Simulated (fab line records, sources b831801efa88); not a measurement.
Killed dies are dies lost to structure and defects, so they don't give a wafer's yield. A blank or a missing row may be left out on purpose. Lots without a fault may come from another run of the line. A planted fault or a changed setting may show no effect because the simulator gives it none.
Problem report in the 8D (eight disciplines) form, filled by code | flow sky130 | the parts of the form that need people (team, actions taken, sign-off) are left out

1. THE PROBLEM
heater_power_total_W at SKY_CAPM_SOFTBAKE_08 reads a mean of 58.45 W on 6 wafers of 2 lots; wafers without a fault read 56.60 W with a standard deviation of 0.046. That is +40 standard deviations from the usual mean.
The step: time 60 s.
First seen on wafer L672.2, day 40 13:19, on litho_track-03. The record holds 39 wafers of 13 lots with a number at this step. Rule for "out", or "out of limits": more than 4 standard deviations from the usual mean. The other wafers with a number count as sound.

2. WHAT IT IS AND WHAT IT IS NOT
question                    | is                                 | is not
which readings at this step | heater_power_total_W, plate_temp_C | chill_plate_temp_C
which lots                  | L672, L673                         | L660, L661, L664, L665, L670, L678, L679, L680, L681, L682, L683
which wafers of those lots  | all that have a number             | -
read on which tools         | litho_track-03                     | litho_track-02, litho_track-04
when                        | from day 40 13:19                  | up to then (15 sound wafers); but 18 sound wafers of L678, L679, L680, L681, L682, L683 came after

3. SUSPECTS, AND WHAT RULES EACH OUT
Counting: a tool at a process step up to the reading stays a suspect if it ran every lot that is out and no sound lot after the first of them.
- cvd_w-01 at SKY_VIA2_CVD_21 (deposits W, target thk 420 nm, time 126.4 s): ruled out as a lasting fault. Sound lots L679, L683 ran on it after its first lot that is out, L672 (day 40 00:18).
- litho_track-03 at SKY_CAPM_SOFTBAKE_08 (time 60 s): ruled out as a lasting fault. Sound lots L683 ran on it after its first lot that is out, L672 (day 40 13:19).
Left after counting: nothing in the record.

4. THE CAUSE (what the simulator had put in)
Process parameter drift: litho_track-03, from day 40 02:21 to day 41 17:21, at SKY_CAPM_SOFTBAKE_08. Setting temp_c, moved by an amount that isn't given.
Counting ruled it out, wrongly.

5. THE CHAIN OF EFFECTS, in route order
Each row: a reading whose mean over the struck wafers that have a number lies more than 3 standard deviations from the usual. Only readings for which the record gives a usual standard deviation are gone through. hours: the time from each lot's start at the first step in this table that gives one to its start at this step, as a median over the lots. sigmas: the change in usual standard deviations.
hours | step                 | reading              | usual   | on struck wafers | change | sigmas
0     | SKY_CAPM_SOFTBAKE_08 | heater_power_total_W | 56.60 W | 58.45            | +1.85  | +40
0     | SKY_CAPM_SOFTBAKE_08 | plate_temp_C         | 90.02 C | 91.98            | +1.96  | +15
The process steps in it:
- SKY_CAPM_SOFTBAKE_08: time 60 s.

6. WHAT WOULD HAVE CAUGHT IT SOONER
In this record the first reading out of limits was taken at day 40 13:19, 11 hours after the fault began at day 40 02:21.
